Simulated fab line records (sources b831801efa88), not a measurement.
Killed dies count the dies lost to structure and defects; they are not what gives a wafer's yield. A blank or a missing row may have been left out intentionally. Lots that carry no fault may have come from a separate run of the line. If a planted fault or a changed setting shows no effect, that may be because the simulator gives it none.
Comparing a struck lot with a sound one :: flow sky130 :: 16 steps out of a route of 708
Sound: these wafers, L950.1, L950.3, L950.6. Struck: wafers L958.1, L958.2, L958.6. The cause is given at the end.
Each step with rows lists, per side, the tool, then ch with its chambers, then its first start. Under that, the readings that differ: sound wafers :: struck wafers :: difference of the means :: sigmas: that difference in standard deviations of wafers without a fault.
alike: readings with means less than 2 such deviations apart, plus words and numbers identical on both sides. not compared: withheld readings, readings lacking a value on some wafer, bounds such as >300 that could conceal the same value, and numbers that have no deviation in the record and whose values overlap.
A row with sigmas, a row that says differs or no value, or rows on one side alone: a step with any of these is where the two part. Non-overlapping numbers with no deviation appear without sigmas and do not part them. A reading missing from all wafers of one side parts the sides only when that side holds two or more wafers.

first, 4 steps without rows for these wafers: SKY_RES_XHIGH_EXPOSE_04 (exposes mask URPM, target cd 1270 nm); SKY_RES_XHIGH_PEB_05; SKY_RES_XHIGH_DEVELOP_06 (develop time 58.99 s); SKY_RES_XHIGH_IMPLANT_07.
SKY_RES_XHIGH_STRIP_08: strips in O2/N2.
  sound on plasma-asher-04 ch 0,1, day 31 04:46; struck on plasma-asher-02 ch 0,1, day 34 10:49
  alike: drypump-motor-current-A, oes-product-au, strip-time-to-endpoint-s
  not compared: rf-hours-counter-h
SKY_RES_XHIGH_TW_MEAS_09:
  sound on film-metro-04 at day 31 04:52; struck on film-metro-03 at day 34 10:55
  alike: RES_XHIGH_TW
then, 6 steps without rows for these wafers: SKY_SD_N_DEHYDRATE_00 (time 60 s); SKY_SD_N_HMDS_01 (prime time 60 s); SKY_SD_N_COAT_02 (resist thk 1140 nm); SKY_SD_N_SOFTBAKE_03 (time 60 s); SKY_SD_N_EXPOSE_04 (exposes mask NSDM, target cd 380 nm); SKY_SD_N_PEB_05.
SKY_SD_N_DEVELOP_06: develop time 60 s.
  sound on litho-track-02 ch 0, day 32 07:03; struck on litho-track-02 ch 0, day 35 12:30
SKY_SD_N_CD_MEAS_07 targets a cd of 380 nm.
  sound on cd-sem-02 at day 32 07:12; struck on cd-sem-02 at day 35 12:39
reading: cd-nm (nm)
sound: 381.2 378.5 382.2
struck: 387.4 390.7 388.7
difference: +8.3
sigmas: +3
SKY_SD_N_OVL_MEAS_08:
  sound on overlay-01 at day 32 07:19; struck on overlay-01 at day 35 12:46
  alike: SD_N_OVL
-- the record jumps here: 16 days lie between the struck wafers' starts before and after (it left off in module SD_N and takes up again in module PAD_OPEN, whose first step shown is number 708 of the route) --
SKY_PAD_OPEN_PROBE_99:
  sound on prober-01 at day 48 22:38; struck on prober-02 at day 51 01:20
  alike: killed_at_M0_to_M3, killed_at_M4_up, killed-at-contacts, killed-at-front-end, killed-at-other, killed-dies, killed-open, killed-short

## WHERE THEY PART
Only at SKY_SD_N_CD_MEAS_07, as far as this record shows. Later steps at which nothing parts them and some readings are alike: SKY_SD_N_OVL_MEAS_08, SKY_PAD_OPEN_PROBE_99.

WHY: the cause the simulator had injected
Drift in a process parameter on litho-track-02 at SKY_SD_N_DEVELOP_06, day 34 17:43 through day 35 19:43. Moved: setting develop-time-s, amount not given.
